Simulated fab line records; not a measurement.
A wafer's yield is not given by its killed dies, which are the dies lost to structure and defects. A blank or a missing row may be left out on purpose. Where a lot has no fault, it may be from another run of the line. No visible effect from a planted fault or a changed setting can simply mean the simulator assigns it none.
Struck lot and sound lot, side by side | flow sky130 | 17 steps out of a route of 708
Sound: these wafers, L506.2, L506.3, L506.5. Wafers L509.2, L509.3, L509.6 were the ones struck. Last of all comes the cause.
Order at every step that has rows: each side's tool, ch and its chambers, its first start. Under that, the readings that differ: sound wafers | struck wafers | difference of the means | sigmas: that difference in standard deviations of wafers without a fault.
alike: readings whose means differ by less than 2 such deviations, and words and numbers that are the same on both sides. not compared: withheld readings, readings that some wafer has no value for, bounds like >300 that may hide the same value, and numbers for which the record gives no deviation and whose values overlap.
A row with sigmas, a row that says differs or no value, or rows on one side alone: a step with any of these is where the two part. Numbers that don't overlap but have no deviation are shown without sigmas and don't part them. A reading missing from all wafers of one side parts the sides only when that side holds two or more wafers.

SKY_METAL1_THK_MEAS_06: measures by xrf.
  struck on film_metro-02, day 36 00:19; sound on film_metro-02, day 34 12:20
  alike: METAL1_ALCU_THK
then, 8 steps without rows for these wafers: SKY_METAL1_DEHYDRATE_07 (time 60 s); SKY_METAL1_HMDS_08 (prime time 60 s); SKY_METAL1_COAT_09 (resist thk 60 nm); SKY_METAL1_COAT_10 (resist thk 450 nm); SKY_METAL1_SOFTBAKE_11 (time 90 s); SKY_METAL1_EXPOSE_12 (exposes mask MM1, target cd 140 nm); SKY_METAL1_PEB_13; SKY_METAL1_DEVELOP_14 (develop time 60 s).
SKY_METAL1_CD_MEAS_15 targets a cd of 140 nm.
  struck on cd_sem-02, day 37 02:44; sound on cd_sem-02, day 35 17:49
  alike: cd_nm
SKY_METAL1_OVL_MEAS_16:
  struck on overlay-01, day 37 02:51; sound on overlay-02, day 35 17:55
  alike: METAL1_OVL
SKY_METAL1_DESCUM_17: chemistry O2, time 8 s.
  sound on rie_metal-03 ch 0, day 35 17:56; struck on rie_metal-02 ch 0,1, day 37 02:53
  reading               | sound             | struck            | difference | sigmas
  oes_product_au (a.u.) | 1.013 1.014 1.008 | 0.980 0.982 0.986 | -0.029     | -2
  rf_fwd_power_W (W)    | 147.2 148.0 147.6 | 146.3 146.3 146.0 | -1.4       | -2
  alike: drypump_motor_current_A, temp_c
  not compared: rf_hours_counter_h
SKY_METAL1_ETCH_18: etches BARC in N2/H2, stops on SiO2, time 45.9 s, target depth 60 nm.
  sound on rie_metal-03 ch 0, day 35 17:59; struck on rie_metal-02 ch 0,1, day 37 02:55
  no value came back on the struck wafers for any of 6 readings (bias_w (W), chamber_pressure_mTorr (mTorr) and others); on the sound wafers bias_w (W) reads 99.81 100.20 99.97
  reading                                       | sound           | struck            | difference | sigmas
  model.KrF-thick_of_METAL1_COAT_10.thk_nm (nm) | 393.8 392.3 393 | 434.9 434.9 433.7 | +41.5      |
  not compared: rf_hours_counter_h
SKY_METAL1_METAL_ETCH_19: etches the open film in Cl2/BCl3, stops on SiO2, target depth 360 nm, time 78 s.
  sound on rie_metal-03 ch 0, day 35 18:02; struck on rie_metal-02 ch 0,1, day 37 02:58
  reading                                       | sound             | struck            | difference | sigmas
  oes_product_au (a.u.)                         | 0.856 0.859 0.853 | 0.383 0.377 0.373 | -0.478     | -90
  model.KrF-thick_of_METAL1_COAT_10.thk_nm (nm) | 152.1 151.7 151.2 | 205.4 202.5 204   | +52.3      |
  alike: bcl3_flow_sccm, bias_w, drypump_motor_current_A, rf_fwd_power_W, throttle_valve_pct
  not compared: rf_hours_counter_h
SKY_METAL1_STRIP_20: strips in O2/N2.
  sound on plasma_asher-01 ch 0,1, day 35 18:08; struck on plasma_asher-02 ch 0, day 37 03:04
  reading                      | sound             | struck            | difference | sigmas
  oes_product_au (a.u.)        | 0.344 0.330 0.351 | 0.372 0.367 0.363 | +0.026     | +5
  strip_time_to_endpoint_s (s) | 2.62 2.62 2.60    | 3.21 3.19 3.17    | +0.58      | +9
  alike: drypump_motor_current_A
  not compared: rf_hours_counter_h
then, 1 step without rows for these wafers: SKY_METAL1_STRIP_21 (strips in post etch residue remover, time 1200 s).
-- the record jumps here: 12 days lie between the struck wafers' starts before and after (it left off in module METAL1 and takes up again in module PAD_OPEN, whose first step shown is number 708 of the route) --
SKY_PAD_OPEN_PROBE_99:
  struck on prober-01, day 49 04:56; sound on prober-02, day 48 02:16
  reading                  | sound          | struck         | difference | sigmas
  defect_limited_yield (%) | 83.5 82.9 85.0 | 0 0 0          | -84        | -47
  killed_at_M0_to_M3       | 48 45 41       | 436 446 461    | +403       | +61
  killed_dies              | 81 84 74       | 492 492 492    | +412       | +46
  killed_on_rim            | 14 16 17       | 96 96 96       | +80        | +20
  sort_bin_5_function (%)  | 9.3 9.8 9.8    | 92.3 92.3 94.7 | +83.5      | +56
  sort_n_pass              | 411 408 418    | 0 0 0          | -412       | -46
  sort_yield_pct (%)       | 83.5 82.9 85.0 | 0 0 0          | -84        | -47
  alike: killed_at_M4_up, killed_at_contacts, killed_at_front_end, killed_at_other, killed_open, killed_short, sort_bin_3_pad_short, sort_bin_6_memory

WHERE THEY PART
First at SKY_METAL1_DESCUM_17; last, within this record, at SKY_PAD_OPEN_PROBE_99.

WHY: the cause the simulator had injected
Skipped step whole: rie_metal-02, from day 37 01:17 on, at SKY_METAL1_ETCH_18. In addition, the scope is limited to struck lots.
